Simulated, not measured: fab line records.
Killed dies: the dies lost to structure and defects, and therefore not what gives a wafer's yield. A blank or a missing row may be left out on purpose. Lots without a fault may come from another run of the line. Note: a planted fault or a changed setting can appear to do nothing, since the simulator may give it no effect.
What tool caused it?	flow sky130	36 wafers sampled from 12 lots at 1 step of a route of 708

## WHAT THE GAUGES SHOWED, per wafer
SKY_VIA1_RS_MEAS_22: uses a four-point probe to measure.
lot	measured	on	VIA1_W_RS (ohm/sq)
L075	day 34 19:37	filmMetro-02	0.427 0.427 0.425
L077	day 35 19:47	filmMetro-01	0.422 0.423 0.427
L079	day 36 13:31	filmMetro-01	0.415 0.419 0.416
L080	day 36 16:31	filmMetro-02	0.422 0.430 0.428
L082	day 36 20:55	filmMetro-03	0.420 0.415 0.413
L085	day 37 13:01	filmMetro-01	0.422 0.412 0.421
L087	day 38 07:38	filmMetro-03	0.421 0.423 0.418
L089	day 38 16:47	filmMetro-03	0.421 0.424 0.425
L091	day 39 07:53	filmMetro-01	0.439 0.432 0.432
L093	day 40 10:00	filmMetro-01	0.419 0.419 0.419
L094	day 40 18:52	filmMetro-02	0.421 0.429 0.420
L097	day 41 06:37	filmMetro-02	0.421 0.420 0.418

## WHAT TOOL EACH LOT RAN ON (gives the tool, then ch and the chambers of the sampled wafers, and finally the start)
No process step before these readings appears in the record.

## THE ANSWER, worked out from the rows above alone
Rule: usual is defined by the lots themselves. Put in order of their means at a reading, lots are off if they are a third of the lots or fewer, leave a main group of 4 or more, and stand apart from it by a gap of 3 or more times the standard deviation of the main group's means; of several such gaps the widest counts. A main group is skipped when, at the precision printed for the reading in the tables above, its means are all equal. A lot without any number at a reading at which 4 lots or more have one is off too. The other lots that the step has rows for count as sound.
No lot is off on any of the readings shown, so nothing can be concluded from this.

## WHAT WAS PUT IN BY THE SIMULATOR
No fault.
